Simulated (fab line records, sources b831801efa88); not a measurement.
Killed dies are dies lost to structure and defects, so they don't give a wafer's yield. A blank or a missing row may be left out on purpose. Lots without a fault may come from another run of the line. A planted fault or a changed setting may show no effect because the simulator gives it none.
fab line records | flow sky130
record lots=6 wafers=18 last_day=50
route steps=708 shown NWELL@65 PAD_OPEN@708
lots that met no fault: from a run of the same line without faults
start_h: hours from the record's first day to the start of the lot's first wafer shown | wait_h: hours since the lot's step before | " the same as in the row above | L1.1+2: a row that stands for several wafers | - no value, or no start given | * or withheld: withheld | < > ~ a bound
route shown NAME@n: a module of which the file shows steps, and the number in the route of the first | usual: mean/standard deviation of fault-free wafers | same: alike in all rows | chamber/n: place in a boat | sites: the reading at each site | _std_site: their standard deviation | _edge_site: outer sites' mean less inner sites' | radius_mm: how far each site lies from the wafer's centre | mask NAME#n: copy n | behind: the tool/chamber that last shaped the wafer | hold: why the lot was held/for how many hours/how that ended | device: the transistor (n, p or np) that didn't switch | end of line: the same wafers' tests at the end of the route | a step without rows: its recipe alone | killed: dies lost to structure and defects at the first sort, not the wafer's yield | map: a wafer's dies, x killed, . not, _ none there
set.NAME: the setting as run; set.NAME@STEP: as run at that earlier step | model.NAME: the simulator's own value behind a step, which no gauge read
lots at some steps of the route; a table a step, a row a wafer
services: from which hour (start_h, from the record's first day; less than 0 if before it) a tool's chamber was out of use, for how many hours, and why
## steps
# step SKY_NWELL_IMPLANT_12
# recipe species=P energy_kev=120 dose_cm2=1.3e+12 tilt_deg=withheld
# step SKY_NWELL_IMPLANT_13
# recipe species=P energy_kev=50 dose_cm2=7e+11 tilt_deg=withheld
# step SKY_NWELL_STRIP_14
# recipe chemistry=O2/N2 power_w=1400 pressure_mtorr=1500 platen_temp_c=withheld o2_flow_sccm=3000 n2_flow_sccm=300 overash_fraction=0.5
# usual drypump_motor_current_A=5.7/0.55 oes_product_au=0.722/0.0045 strip_time_to_endpoint_s=36.91/0.11
# columns lot.wafer tool chamber start_h wait_h drypump_motor_current_A oes_product_au rf_hours_counter_h strip_time_to_endpoint_s
L290.1 plasma_asher-04 0 129.20 0.1 6.0 0.725 44 36.85
L290.2 " 1 " " 5.4 0.717 44 36.92
L290.5 " 0 " " 6.0 0.718 - 36.86
L292.2 plasma_asher-04 0 142.16 0.1 6.0 0.715 45 36.80
L292.4 " 1 " " 5.4 0.722 - 36.82
L292.5 " 0 " " 6.0 0.727 - 36.80
L299.2 plasma_asher-01 0 197.32 0.1 6.3 0.724 52 37.16
L299.4 " 0 " " 6.3 0.718 - 37.03
L299.6 " 1 " " 4.8 0.720 - 37.18
L301.2 plasma_asher-04 0 199.21 0.1 6.0 0.723 51 36.94
L301.4 " 0 " " 6.0 0.717 - 36.85
L301.6 " 0 " " 6.0 0.723 - 36.91
L302.1 plasma_asher-04 1 207.42 0.1 5.4 0.722 52 36.87
L302.2 " 0 " " 6.0 0.732 52 36.86
L302.4 " 1 " " 5.4 0.723 - 36.95
L303.1 plasma_asher-01 1 216.16 0.1 4.8 0.723 52 37.02
L303.3 " 0 " " 6.3 0.724 - 36.94
L303.5 " 0 " " 6.3 0.731 - 37.06
# step SKY_NWELL_TW_MEAS_15
# usual NWELL_TW=1823/9.9
# columns lot.wafer tool chamber start_h wait_h NWELL_TW
L290.1 film_metro-04 - 129.30 0.1 1829
L290.2 " - " " 1824
L290.5 " - " " 1830
L292.2 film_metro-01 - 142.27 0.1 1826
L292.4 " - " " 1841
L292.5 " - " " 1837
L299.2 film_metro-01 - 197.43 0.1 1828
L299.4 " - " " 1834
L299.6 " - " " 1832
L301.2 film_metro-02 - 199.32 0.1 1818
L301.4 " - " " 1815
L301.6 " - " " 1818
L302.1 film_metro-04 - 207.52 0.1 1818
L302.2 " - " " 1826
L302.4 " - " " 1825
L303.1 film_metro-02 - 216.26 0.1 1822
L303.3 " - " " 1814
L303.5 " - " " 1832
# step SKY_NWELL_DEHYDRATE_16
# recipe temp_c=200 time_s=60
# step SKY_NWELL_HMDS_17
# recipe prime_time_s=60 prime_temp_c=120
# step SKY_NWELL_COAT_18
# recipe spin_rpm=2000 resist_thk_nm=3000
# step SKY_NWELL_SOFTBAKE_19
# recipe temp_c=110 time_s=withheld
# step SKY_NWELL_EXPOSE_20
# recipe mask_id=NWM_COMPLEMENT na=0.6 source_shape=conventional sigma_outer=0.6 polarization=unpolarized target_cd_nm=840 dose_mj=260
# step SKY_NWELL_PEB_21
# recipe temp_c=115 time_s=withheld
# step SKY_NWELL_DEVELOP_22
# recipe wall_angle_deg=90 developer=TMAH develop_time_s=60 dev_temp_c=23
# step SKY_NWELL_OVL_MEAS_23
# usual NWELL_01_OVL=0.5/1.3
# columns lot.wafer tool chamber start_h wait_h NWELL_01_OVL[nm]
L290.1 overlay-01 - 148.46 - 1.2
L290.2 " - " " 0.5
L290.5 " - " " 1.5
L292.2 overlay-02 - 161.54 - 1.0
L292.4 " - " " 0.9
L292.5 " - " " 1.2
L299.2 overlay-01 - 218.68 - 4.2
L299.4 " - " " 2.9
L299.6 " - " " 4.1
L301.2 overlay-02 - 221.24 - -0.2
L301.4 " - " " 0.0
L301.6 " - " " -1.1
L302.1 overlay-01 - 230.29 - -0.4
L302.2 " - " " 1.7
L302.4 " - " " 1.6
L303.1 overlay-02 - 239.01 - 0.6
L303.3 " - " " -0.6
L303.5 " - " " 1.4
# step SKY_NWELL_IMPLANT_24
# recipe species=B energy_kev=140 dose_cm2=9.2e+12 tilt_deg=withheld
# usual dose_ions_cm2=9.202e+12/1e+10 faraday_current_uA=51.9/0.94
# columns lot.wafer tool chamber start_h wait_h dose_ions_cm2 faraday_current_uA
L290.1 implanter-02 0 148.50 0.0 9.206e+12 51.7
L290.2 " 0 " " 9.195e+12 52.5
L290.5 " 0 " " 9.202e+12 51.3
L292.2 implanter-01 0 161.60 0.0 9.203e+12 50.8
L292.4 " 0 " " 9.215e+12 51.6
L292.5 " 0 " " 9.216e+12 51.2
L299.2 implanter-01 0 218.73 0.0 1.0255e+13 59.4
L299.4 " 0 " " 1.0273e+13 58.4
L299.6 " 0 " " 1.0255e+13 58.6
L301.2 implanter-01 0 221.30 0.0 1.0263e+13 57.4
L301.4 " 0 " " 1.0243e+13 58.5
L301.6 " 0 " " 1.0241e+13 56.7
L302.1 implanter-03 0 230.32 0.0 9.194e+12 51.8
L302.2 " 0 " " 9.204e+12 52.0
L302.4 " 0 " " 9.204e+12 53.0
L303.1 implanter-03 0 239.05 0.0 9.199e+12 53.1
L303.3 " 0 " " 9.199e+12 51.9
L303.5 " 0 " " 9.223e+12 52.9
# step SKY_NWELL_STRIP_25
# recipe chemistry=O2/N2 power_w=1400 pressure_mtorr=1500 platen_temp_c=withheld o2_flow_sccm=3000 n2_flow_sccm=300 overash_fraction=0.5
# usual drypump_motor_current_A=5.7/0.52 oes_product_au=0.722/0.0048 strip_time_to_endpoint_s=36.93/0.11
# columns lot.wafer tool chamber start_h wait_h drypump_motor_current_A oes_product_au rf_hours_counter_h strip_time_to_endpoint_s
L290.1 plasma_asher-04 1 148.65 0.1 5.4 0.720 46 36.91
L290.2 " 0 " " 6.0 0.714 46 36.92
L290.5 " 1 " " 5.4 0.724 - 36.91
L292.2 plasma_asher-01 0 161.72 0.1 6.3 0.727 48 36.78
L292.4 " 1 " " 4.8 0.722 - 36.97
L292.5 " 0 " " 6.3 0.732 - 36.83
L299.2 plasma_asher-04 0 218.86 0.1 6.0 0.727 53 36.94
L299.4 " 1 " " 5.4 0.716 - 36.83
L299.6 " 1 " " 5.4 0.721 - 36.95
L301.2 plasma_asher-04 0 221.42 0.1 6.0 0.721 53 36.92
L301.4 " 1 " " 5.4 0.723 - 36.98
L301.6 " 0 " " 6.0 0.725 - 36.91
L302.1 plasma_asher-01 0 230.47 0.1 6.3 0.740 54 37.03
L302.2 " 1 " " 4.8 0.727 54 36.92
L302.4 " 0 " " 6.3 0.725 - 36.97
L303.1 plasma_asher-03 1 239.20 0.1 5.3 0.729 12 36.76
L303.3 " 1 " " 5.3 0.729 - 36.64
L303.5 " 1 " " 5.3 0.719 - 36.72
# step SKY_NWELL_TW_MEAS_26
# usual NWELL_2_TW=497.5/2.8
# columns lot.wafer tool chamber start_h wait_h NWELL_2_TW
L290.1 film_metro-02 - 148.75 0.1 494.8
L290.2 " - " " 497.0
L290.5 " - " " 493.6
L292.2 film_metro-02 - 161.83 0.1 496.7
L292.4 " - " " 495.7
L292.5 " - " " 495.2
L299.2 film_metro-01 - 218.97 0.1 519.5
L299.4 " - " " 516.3
L299.6 " - " " 518.3
L301.2 film_metro-01 - 221.53 0.1 519.4
L301.4 " - " " 521.2
L301.6 " - " " 517.2
L302.1 film_metro-02 - 230.57 0.1 497.0
L302.2 " - " " 497.2
L302.4 " - " " 499.0
L303.1 film_metro-04 - 239.30 0.1 500.7
L303.3 " - " " 496.9
L303.5 " - " " 497.4
# step SKY_NWELL_CLEAN_27
# recipe chemistry=SC1/SC2 mix=1:4:20 temp_c=70 time_s=150 dry=n2_spin
# step SKY_PAD_OPEN_PROBE_99
# usual killed_at_M0_to_M3=44/6.3 killed_at_M4_up=2.8/1.7 killed_at_contacts=25/5.8 killed_at_front_end=14/4.4 killed_at_other=0.3/0.49 killed_dies=86/8.7 killed_open=48/5.8 killed_short=38/6
# same gross_dies=492 killed_at_back_side=0
# columns lot.wafer tool chamber start_h wait_h killed_at_M0_to_M3 killed_at_M4_up killed_at_contacts killed_at_front_end killed_at_other killed_dies killed_open killed_short model.etest.pfet_16v.r_on_ohm_um model.etest.res_pwell_under_gate.rs_ohm_sq model.etest.pfet_16v.drive_ua_um model.etest.field_n.vt_v
L290.1 prober-02 - 1124.46 0.1 42 3 29 15 1 90 57 33 1.484e+04 2294 251.1 35.76
L290.2 prober-02 - 1124.51 0.1 49 1 17 20 0 87 50 37 1.489e+04 2316 247 35.62
L290.5 prober-02 - 1124.66 0.2 39 3 37 15 0 94 43 51 1.494e+04 2299 250.5 35.2
L292.2 prober-02 - 1132.11 0.1 45 1 32 11 1 90 52 38 1.483e+04 2282 247.8 35.55
L292.4 prober-02 - 1132.21 0.2 33 4 21 29 1 88 43 45 1.553e+04 2292 238.4 36.59
L292.5 prober-02 - 1132.26 0.2 49 1 27 9 0 86 47 39 1.545e+04 2287 240 36.24
L299.2 prober-02 - 1189.74 0.1 47 4 23 21 0 95 50 45 1.445e+04 2136 247.1 36.64
L299.4 prober-02 - 1189.84 0.2 38 6 27 15 0 86 43 43 1.484e+04 2132 246.3 38.37
L299.6 prober-02 - 1189.94 0.2 39 4 30 25 0 98 55 43 1.441e+04 2143 249.3 36.74
L302.1 prober-01 - 1190.29 0.1 32 4 26 14 0 76 44 32 1.524e+04 2269 249.6 36.54
L302.2 prober-01 - 1190.34 0.1 51 2 25 18 0 96 44 52 1.536e+04 2288 244.7 36.54
L302.4 prober-01 - 1190.44 0.2 45 0 25 18 1 89 47 42 1.503e+04 2272 246.7 35.95
L301.2 prober-02 - 1192.82 0.1 34 2 25 18 1 80 46 34 1.479e+04 2140 255.3 38.53
L301.4 prober-02 - 1192.92 0.2 47 1 29 13 0 90 52 38 1.435e+04 2137 255.8 38.25
L301.6 prober-02 - 1193.02 0.2 42 5 37 15 1 100 53 47 1.436e+04 2119 258.1 37.9
L303.1 prober-02 - 1195.46 0.1 48 2 25 10 0 85 43 42 1.553e+04 2293 245.4 36
L303.3 prober-02 - 1195.56 0.2 41 3 19 13 1 77 44 33 1.51e+04 2298 248.7 35.54
L303.5 prober-02 - 1195.66 0.2 45 4 27 12 0 88 47 41 1.514e+04 2313 247.7 35.85
# killed by level:class
L290.1 CONTACT:geometric_particle:open=15 VIA1:geometric_particle:open=8 VIA2:geometric_particle:open=6 VIA3:geometric_particle:open=6 LI_CONTACT:geometric_particle:open=5 METAL2:geometric_particle:short=5 FIELD_ISO:geometric_particle:open=4 POLY_GATE:geometric_particle:open=4
L290.2 VIA3:geometric_particle:open=11 METAL2:geometric_particle:short=9 VIA2:geometric_particle:open=8 FIELD_ISO:geometric_particle:short=7 LI_CONTACT:geometric_particle:open=7 FIELD_ISO:geometric_particle:open=6 VIA1:geometric_particle:open=6 CONTACT:geometric_particle:open=4
L290.5 LI_CONTACT:geometric_particle:open=12 CONTACT:geometric_particle:open=11 VIA1:geometric_particle:open=8 CONTACT:geometric_particle:short=7 LOCAL_INTERCONNECT:geometric_particle:short=6 VIA2:geometric_particle:short=5 VIA3:geometric_particle:open=5 FIELD_ISO:geometric_particle:short=4
L292.2 VIA1:geometric_particle:open=13 LI_CONTACT:geometric_particle:open=11 CONTACT:geometric_particle:open=11 METAL1:geometric_particle:short=9 METAL2:geometric_particle:short=5 VIA2:geometric_particle:open=5 FIELD_ISO:geometric_particle:short=4 LOCAL_INTERCONNECT:geometric_particle:short=4
L292.4 VIA1:geometric_particle:open=10 FIELD_ISO:geometric_particle:open=7 CONTACT:geometric_particle:open=7 POLY_GATE:geometric_particle:short=7 CONTACT:geometric_particle:short=6 VIA1:geometric_particle:short=6 FIELD_ISO:geometric_particle:short=5 POLY_GATE:geometric_particle:open=4
L292.5 CONTACT:geometric_particle:open=11 VIA2:geometric_particle:open=9 METAL2:geometric_particle:short=9 VIA1:geometric_particle:open=8 LI_CONTACT:geometric_particle:open=7 FIELD_ISO:geometric_particle:short=5 METAL3:geometric_particle:short=5 VIA1:geometric_particle:short=5
L299.2 CONTACT:geometric_particle:open=10 VIA1:geometric_particle:open=8 VIA2:geometric_particle:open=8 METAL2:geometric_particle:short=7 FIELD_ISO:geometric_particle:open=6 CONTACT:geometric_particle:short=6 VIA3:geometric_particle:open=6 METAL1:geometric_particle:short=5
L299.4 CONTACT:geometric_particle:open=9 LI_CONTACT:geometric_particle:open=7 METAL2:geometric_particle:short=6 VIA2:geometric_particle:open=5 METAL1:geometric_particle:short=5 VIA1:geometric_particle:open=5 METAL4:geometric_particle:short=5 POLY_GATE:geometric_particle:open=4
L299.6 LI_CONTACT:geometric_particle:open=10 VIA3:geometric_particle:open=9 VIA2:geometric_particle:open=9 FIELD_ISO:geometric_particle:short=7 VIA1:geometric_particle:open=7 CONTACT:geometric_particle:open=6 LOCAL_INTERCONNECT:geometric_particle:short=6 FIELD_ISO:geometric_particle:open=5
L302.1 CONTACT:geometric_particle:open=10 LI_CONTACT:geometric_particle:open=6 VIA1:geometric_particle:open=6 VIA3:geometric_particle:open=5 LOCAL_INTERCONNECT:geometric_particle:short=5 VIA1:geometric_particle:short=5 VIA2:geometric_particle:open=5 FIELD_ISO:geometric_particle:open=4
L302.2 METAL1:geometric_particle:short=10 CONTACT:geometric_particle:open=9 LI_CONTACT:geometric_particle:open=9 FIELD_ISO:geometric_particle:short=8 VIA2:geometric_particle:open=7 VIA2:geometric_particle:short=6 VIA1:geometric_particle:open=6 VIA3:geometric_particle:open=6
L302.4 LI_CONTACT:geometric_particle:open=8 VIA1:geometric_particle:open=8 VIA3:geometric_particle:open=7 METAL1:geometric_particle:short=7 POLY_GATE:geometric_particle:open=6 CONTACT:geometric_particle:open=6 POLY_GATE:geometric_particle:short=5 CONTACT:geometric_particle:short=5
L301.2 VIA3:geometric_particle:open=7 LI_CONTACT:geometric_particle:open=7 CONTACT:geometric_particle:open=7 FIELD_ISO:geometric_particle:short=5 VIA1:geometric_particle:open=5 METAL1:geometric_particle:short=5 VIA2:geometric_particle:open=5 SPACER:geometric_particle:open=4
L301.4 LI_CONTACT:geometric_particle:open=10 CONTACT:geometric_particle:open=10 VIA1:geometric_particle:open=8 VIA2:geometric_particle:open=8 METAL2:geometric_particle:short=7 VIA3:geometric_particle:open=7 VIA1:geometric_particle:short=6 FIELD_ISO:geometric_particle:short=4
L301.6 CONTACT:geometric_particle:open=15 CONTACT:geometric_particle:short=10 VIA1:geometric_particle:open=8 LI_CONTACT:geometric_particle:open=7 VIA3:geometric_particle:open=7 VIA1:geometric_particle:short=6 METAL2:geometric_particle:short=6 VIA2:geometric_particle:open=5
L303.1 VIA1:geometric_particle:open=13 CONTACT:geometric_particle:open=9 LOCAL_INTERCONNECT:geometric_particle:short=6 CONTACT:geometric_particle:short=6 METAL2:geometric_particle:short=6 VIA2:geometric_particle:open=5 METAL3:geometric_particle:short=5 LI_CONTACT:geometric_particle:open=4
L303.3 VIA3:geometric_particle:open=9 VIA1:geometric_particle:open=8 VIA2:geometric_particle:open=7 CONTACT:geometric_particle:open=6 LI_CONTACT:geometric_particle:open=5 VIA1:geometric_particle:short=5 POLY_GATE:geometric_particle:short=4 CONTACT:geometric_particle:short=4
L303.5 CONTACT:geometric_particle:open=13 VIA1:geometric_particle:open=9 VIA3:geometric_particle:open=9 CONTACT:geometric_particle:short=7 METAL1:geometric_particle:short=5 VIA1:geometric_particle:short=5 VIA3:geometric_particle:short=5 FIELD_ISO:geometric_particle:short=4
## services
# columns tool chamber start_h hours kind
plasma_asher-03 - 108.75 9.0 pm
plasma_asher-03 0 108.75 9.0 vent_cycle
plasma_asher-03 1 108.75 9.0 vent_cycle
plasma_asher-03 0 117.75 - clean
plasma_asher-03 1 117.75 - clean
plasma_asher-04 - 120.82 2.8 pm
plasma_asher-04 - 143.69 4.9 repair
plasma_asher-03 - 150.50 2.8 pm
implanter-03 - 158.10 3.0 pm
plasma_asher-01 - 161.90 2.8 pm
implanter-03 - 166.50 1.4 repair
plasma_asher-01 - 201.48 10.9 repair
implanter-03 - 223.73 0.7 repair
plasma_asher-01 - 234.74 1.3 repair
## key
first_sign step=SKY_NWELL_IMPLANT_24 reading=dose_ions_cm2 direction=up sigmas=99+ usual=* struck=*
effect step=SKY_NWELL_IMPLANT_24 reading=faraday_current_uA direction=up sigmas=6.7 usual=51.9 struck=58.2
effect step=SKY_NWELL_TW_MEAS_26 reading=NWELL_2_TW direction=up sigmas=7.7 usual=497.5 struck=518.6
model_effect step=SKY_PAD_OPEN_PROBE_99 value=etest.pfet_16v.r_on_ohm_um without=1.531e+04 struck=1.453e+04
met_at SKY_NWELL_IMPLANT_24
struck_wafers L299.2,L299.4,L299.6,L301.2,L301.4,L301.6
tester_left_out L299,L301
onset_between 161.60 218.73
fault kind=process_parameter_drift tool=implanter-01 chamber=- onset_h=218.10 steps=SKY_NWELL_IMPLANT_24 channel=dose_cm2 offset=* shape=step end_h=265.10 acts_in=* stated=*
# tester_left_out: of these lots the tester's yield and bins aren't shown, on N5 and GAA mostly nor the transistor test; their killed dies are dies lost to structure and defects alone, not to doping, threshold or leakage, so they don't give the yield
